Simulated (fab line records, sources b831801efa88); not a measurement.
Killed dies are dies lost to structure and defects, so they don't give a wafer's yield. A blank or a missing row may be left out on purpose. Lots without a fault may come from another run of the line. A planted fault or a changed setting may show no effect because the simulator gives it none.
Chamber matching | flow sky130 | SKY_VIA1_ETCH_15 on rie_diel-03: 4 sister chambers
The step etches SiO2 in C4F8/O2/Ar, stops on TiN, target depth 351 nm, time 54 s. 4 wafers are shown with their chamber, then 6 later ones without.

WAFERS WITH THEIR CHAMBER
wafer  | chamber | bias_w (W)
L968.1 | 0       | 1206
L968.5 | 2       | 1206
L972.2 | 3       | 1201
L972.3 | 1       | 1204

WAFERS WITHOUT THEIR CHAMBER
wafer  | bias_w (W)
L972.5 | 1193
L976.4 | 1200
L976.6 | 1199
L979.1 | 1200
L979.5 | 1198
L979.6 | 1197

WHICH CHAMBER EACH WENT THROUGH
wafer  | from the rows above               | in truth
L972.5 | can't be placed: 3 or 1 or 0 or 2 | 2
L976.4 | can't be placed: 3 or 1 or 0 or 2 | 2
L976.6 | can't be placed: 3 or 1 or 0 or 2 | 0
L979.1 | can't be placed: 3 or 1 or 0 or 2 | 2
L979.5 | can't be placed: 3 or 1 or 0 or 2 | 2
L979.6 | can't be placed: 3 or 1 or 0 or 2 | 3
Placed correctly: 0 of 6. Can't be placed from these rows: 6 (the true chamber is among the candidates in 6). Placed wrongly: 0.
How it was worked out, from the rows above alone: a wafer's distance from a chamber is the root of the sum, over the readings, of the square of ((its reading less the chamber's mean) divided by the reading's scatter). The wafer belongs to the nearest chamber; if the next one is less than 2 further off, it can't be placed. A chamber's mean is the mean of its shown wafers. The scatter: with one shown wafer a chamber, the root of the mean of the squares of how far each hidden wafer lies from its nearest shown one.
